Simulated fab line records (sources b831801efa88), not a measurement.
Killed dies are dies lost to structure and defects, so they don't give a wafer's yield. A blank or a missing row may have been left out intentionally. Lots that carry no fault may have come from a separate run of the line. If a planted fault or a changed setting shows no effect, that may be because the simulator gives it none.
A struck lot beside a sound one	flow gf180mcu	23 out of 602 route steps
Sound: the wafers L818.1, L818.2, L818.4. Struck: wafer L827.5. (L827.6 of the same lot was not struck and is left out.) The cause comes at the end.
At each step with rows: each side's tool, then ch and its chambers, then its first start. Under that, the readings that differ: sound wafers	struck wafers	difference of the means	sigmas: that difference in standard deviations of wafers without a fault.
alike: readings whose means differ by less than 2 such deviations, and words and numbers that are the same on both sides. not compared: withheld readings, readings that some wafer has no value for, bounds like >300 that may hide the same value, and numbers for which the record gives no deviation and whose values overlap.
A row with sigmas, a row that says differs or no value, or rows on one side alone: a step with any of these is where the two part. Numbers that have no deviation but don't overlap get no sigmas and don't part them. A reading that every wafer of one side lacks parts them only if that side has two wafers or more.

first, 4 steps without rows for these wafers: GF_NSD_SOFTBAKE_03 (time 60 s); GF_NSD_EXPOSE_04 (exposes mask Nplus, target cd 400 nm); GF_NSD_PEB_05; GF_NSD_DEVELOP_06 (develop time 60 s).
GF_NSD_CD_MEAS_07: target cd 400 nm.
  sound: cd-sem-01 at day 13 17:22; struck: cd-sem-02 at day 16 19:08
  alike: cd-nm
GF_NSD_OVL_MEAS_08:
  sound: overlay-01 at day 13 17:29; struck: overlay-02 at day 16 19:13
  alike: NSD_OVL
then, 2 steps without rows for these wafers: GF_NSD_IMPLANT_09; GF_NSD_IMPLANT_10.
GF_NSD_STRIP_11: strips in O2/N2.
  sound on plasma-asher-02 ch 0,1, day 13 17:49; struck on plasma-asher-02 ch 0, day 16 19:35
  alike: drypump-motor-current-A, heater-power-w, oes-product-au, strip-time-to-endpoint-s
  not compared: rf-hours-counter-h
GF_NSD_TW_MEAS_12:
  sound: film-metro-03 at day 13 17:55; struck: film-metro-04 at day 16 19:40
reading	sound	struck	difference	sigmas
NSD_TW	4213 4216 4215	4256	+41	+2
then, 2 steps without rows for these wafers: GF_PSD_DEHYDRATE_00 (time 60 s); GF_PSD_HMDS_01 (prime time 60 s).
GF_PSD_COAT_02: resist thk 1000 nm.
  sound on litho-track-03 ch 0, day 14 03:43; struck on litho-track-03 ch 0, day 17 06:43
reading	sound	struck	difference	sigmas
model.NOVOLAK_of_PSD_COAT_02.thk-nm (nm)	1001 999.5 998.9	949.8	-50.0	
  alike: resist-line-temp-C
then, 3 steps without rows for these wafers: GF_PSD_SOFTBAKE_03 (time 60 s); GF_PSD_EXPOSE_04 (exposes mask Pplus, target cd 400 nm); GF_PSD_PEB_05.
GF_PSD_DEVELOP_06: develop time 60 s.
  sound on litho-track-04 ch 0, day 14 14:28; struck on litho-track-04 ch 0, day 17 17:58
reading	sound	struck	difference	sigmas
model.NOVOLAK_of_PSD_COAT_02.thk-nm (nm)	1001 999.1 998.5	949.4	-50.1	
  alike: resist-line-temp-C
GF_PSD_CD_MEAS_07: target cd 400 nm.
  sound: cd-sem-02 at day 14 14:37; struck: cd-sem-02 at day 17 18:05
  alike: cd-nm
GF_PSD_OVL_MEAS_08:
  sound: overlay-01 at day 14 14:44; struck: overlay-01 at day 17 18:09
  alike: PSD_OVL
then, 1 step without rows for these wafers: GF_PSD_IMPLANT_09.
GF_PSD_STRIP_10: strips in O2/N2.
  sound on plasma-asher-02 ch 0,1, day 14 14:55; struck on plasma-asher-03 ch 0, day 17 18:23
reading	sound	struck	difference	sigmas
strip-time-to-endpoint-s (s)	16.55 16.55 16.55	15.97	-0.58	-17
  alike: drypump-motor-current-A, heater-power-w, oes-product-au
  not compared: rf-hours-counter-h
GF_PSD_TW_MEAS_11:
  sound: film-metro-01 at day 14 15:01; struck: film-metro-03 at day 17 18:27
  alike: PSD_TW
then, 1 step without rows for these wafers: GF_PASSIVATION_PROBE_99.

WHERE THEY PART
At GF_NSD_TW_MEAS_12 first; at GF_PSD_STRIP_10 last (within this record only). Later steps at which nothing parts them and some readings are alike: GF_PSD_TW_MEAS_11.

WHY: whatever the simulator had introduced
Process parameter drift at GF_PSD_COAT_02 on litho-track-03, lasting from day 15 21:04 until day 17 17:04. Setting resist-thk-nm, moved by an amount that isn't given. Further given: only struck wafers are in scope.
